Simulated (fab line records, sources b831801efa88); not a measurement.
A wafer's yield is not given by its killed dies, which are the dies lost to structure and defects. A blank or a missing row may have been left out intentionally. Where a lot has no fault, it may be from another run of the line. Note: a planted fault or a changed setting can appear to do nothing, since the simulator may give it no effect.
Which of the tools did it? | flow gf180mcu | Sampling: 14 lots, 42 wafers, 3 of 602 route steps

== WHAT THE GAUGES SHOWED, per wafer ==
GF_V5_THK_MEAS_01.
lot  | measured     | on            | V5_CVD_00_THK (nm)
L804 | day 26 08:34 | film_metro-01 | 301.8 303.2 304.7
L805 | day 26 17:34 | film_metro-02 | 301.3 302.9 302.3
L808 | day 27 18:37 | film_metro-04 | 305.4 302.2 305.9
L810 | day 28 09:51 | film_metro-04 | 303.0 303.8 302.2
L811 | day 28 18:16 | film_metro-02 | 300.6 300.1 305.4
L812 | day 29 02:20 | film_metro-01 | 295.9 298.4 299.9
L813 | day 29 03:28 | film_metro-04 | 299.3 301.7 302.6
L814 | day 29 13:46 | film_metro-02 | 296.6 303.1 301.2
L815 | day 29 17:46 | film_metro-02 | 300.4 301.3 300.8
L816 | day 30 00:14 | film_metro-01 | 300.5 297.1 300.4
L817 | day 30 04:53 | film_metro-01 | 305.6 301.7 302.9
L825 | day 32 09:35 | film_metro-04 | 301.0 301.9 301.3
L826 | day 32 15:58 | film_metro-04 | 301.5 299.8 301.3
L827 | day 32 20:13 | film_metro-04 | 298.6 298.5 299.3

GF_V5_RS_MEAS_24: uses a four-point probe to measure.
lot  | measured     | on            | V5_W_RS (ohm/sq)
L804 | day 27 06:28 | film_metro-04 | 0.331 0.331 0.332
L805 | day 27 15:05 | film_metro-04 | 0.325 0.320 0.322
L808 | day 28 15:14 | film_metro-02 | 0.330 0.329 0.329
L810 | day 29 06:40 | film_metro-02 | 0.329 0.330 0.326
L811 | day 29 15:11 | film_metro-01 | 0.322 0.318 0.326
L812 | day 29 22:38 | film_metro-02 | 0.326 0.328 0.324
L813 | day 30 00:44 | film_metro-04 | 0.328 0.324 0.328
L814 | day 30 09:50 | film_metro-02 | 0.326 0.323 0.326
L815 | day 30 13:47 | film_metro-02 | 0.327 0.325 0.326
L816 | day 30 19:20 | film_metro-02 | 0.329 0.326 0.331
L817 | day 31 00:38 | film_metro-01 | 0.328 0.323 0.328
L825 | day 33 02:51 | film_metro-04 | 0.329 0.324 0.331
L826 | day 33 09:06 | film_metro-01 | 0.329 0.324 0.325
L827 | day 33 13:33 | film_metro-04 | 0.329 0.326 0.329

== TOOL THAT RAN EACH LOT (tool first, then ch and the chambers of the sampled wafers, then the start) ==
lot  | GF_V5_CVD_23
L804 | cvd_w-02 ch 1, day 27 06:14
L805 | cvd_w-01 ch 0, day 27 14:59
L808 | cvd_w-02 ch 0,1, day 28 15:07
L810 | cvd_w-02 ch 0,1, day 29 06:33
L811 | cvd_w-01 ch 0,1, day 29 15:02
L812 | cvd_w-02 ch 0,1, day 29 22:31
L813 | cvd_w-02 ch 0,1, day 30 00:38
L814 | cvd_w-02 ch 0,1, day 30 09:44
L815 | cvd_w-02 ch 0,1, day 30 13:41
L816 | cvd_w-02 ch 0,1, day 30 19:14
L817 | cvd_w-01 ch 0,1, day 31 00:30
L825 | cvd_w-02 ch 1, day 33 02:44
L826 | cvd_w-01 ch 0,1, day 33 08:59
L827 | cvd_w-01 ch 0,1, day 33 13:26
- GF_V5_CVD_23: deposits W, target thk 350 nm, time 104.9 s.

== WHAT THE TOOLS THEMSELVES READ (means of the sampled wafers that have a number; where no wafer has one, the mark that the record gives instead) ==
GF_V5_CVD_23.
lot  | tool     | heater_power_w (W)
L804 | cvd_w-02 | 882
L805 | cvd_w-01 | 887
L808 | cvd_w-02 | 843
L810 | cvd_w-02 | 854
L811 | cvd_w-01 | 865
L812 | cvd_w-02 | 853
L813 | cvd_w-02 | 864
L814 | cvd_w-02 | 880
L815 | cvd_w-02 | 852
L816 | cvd_w-02 | 848
L817 | cvd_w-01 | 869
L825 | cvd_w-02 | 886
L826 | cvd_w-01 | 857
L827 | cvd_w-01 | 876

== THE ANSWER, worked out from the rows above alone ==
Rule: what is usual is taken from the lots themselves. Put in order of their means at a reading, lots are off if they are a third of the lots or fewer, leave a main group of 4 or more, and stand apart from it by a gap of 3 or more times the standard deviation of the main group's means; of several such gaps the widest counts. If all means in a main group match to the digits the tables above print for the reading, that group is not used. Also off: a lot with no number at a reading for which 4 or more lots have one. The other lots that the step has rows for count as sound. First the gauges in route order, then the tools' own readings, where a lot's mean is used as printed above. At the first step where some lot is off, the reading lying furthest off is the one used; lots without a number count as furthest.
No lot is off at any reading shown: from this, nothing can be told.

== WHAT THE SIMULATOR PUT IN ==
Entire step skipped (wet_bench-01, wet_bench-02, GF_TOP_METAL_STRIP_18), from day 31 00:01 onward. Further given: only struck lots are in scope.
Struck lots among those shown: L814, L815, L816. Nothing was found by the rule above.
